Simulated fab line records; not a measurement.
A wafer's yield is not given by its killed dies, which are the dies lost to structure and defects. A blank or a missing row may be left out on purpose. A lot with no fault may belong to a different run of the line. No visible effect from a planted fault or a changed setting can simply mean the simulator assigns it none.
Chamber matching	flow sky130	SKY_VIA4_CMP_02 on cmp-02: 4 sister chambers
The step polishes SiO2. 18 wafers are shown with their chamber, then 9 later ones without.

## EACH WAFER AND ITS CHAMBER
wafer	chamber	motor_current_A (A)
L504.1	0	12.0
L504.4	3	13.2
L504.6	1	10.9
L506.1	0	13.4
L506.4	3	14.1
L506.6	0	13.2
L509.4	0	12.6
L509.5	2	11.9
L509.6	3	14.1
L508.2	2	11.4
L508.5	1	11.4
L508.6	0	12.5
L512.1	3	13.9
L512.2	0	12.4
L512.4	1	11.0
L513.2	2	11.3
L513.3	1	11.0
L513.6	3	13.6

SIGNATURES (averages over the wafers above)
reading	chamber 0	chamber 1	chamber 2	chamber 3	scatter within a chamber
motor_current_A	12.683	11.075	11.533	13.780	0.406
Rule: a wafer lies at a distance from a chamber equal to the root of the sum of squares, over the readings, of (its reading less the chamber's mean, divided by the reading's scatter). The wafer belongs to the nearest chamber; if the next one is less than 2 further off, it can't be placed. The scatter is the square root of a quotient: the sum, over the shown wafers, of each reading's squared deviation from its chamber's mean, divided by wafers minus chambers.

## WAFERS WHOSE CHAMBER IS MISSING
wafer	motor_current_A (A)
L515.1	13.7
L515.4	11.3
L515.5	10.9
L520.2	10.8
L520.4	13.1
L520.6	13.0
L521.1	12.5
L521.3	11.7
L521.5	10.9

## WHICH CHAMBER EACH WENT THROUGH
wafer	from the rows above	in truth
L515.1	3	3
L515.4	can't be placed: 1 or 2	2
L515.5	can't be placed: 1 or 2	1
L520.2	can't be placed: 1 or 2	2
L520.4	can't be placed: 0 or 3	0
L520.6	can't be placed: 0 or 3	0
L521.1	can't be placed: 0 or 2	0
L521.3	can't be placed: 2 or 1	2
L521.5	can't be placed: 1 or 2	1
Correct placement for 1 of the 9. Can't be placed from these rows: 8 (the true chamber is among the candidates in 8). Number placed wrongly: 0.
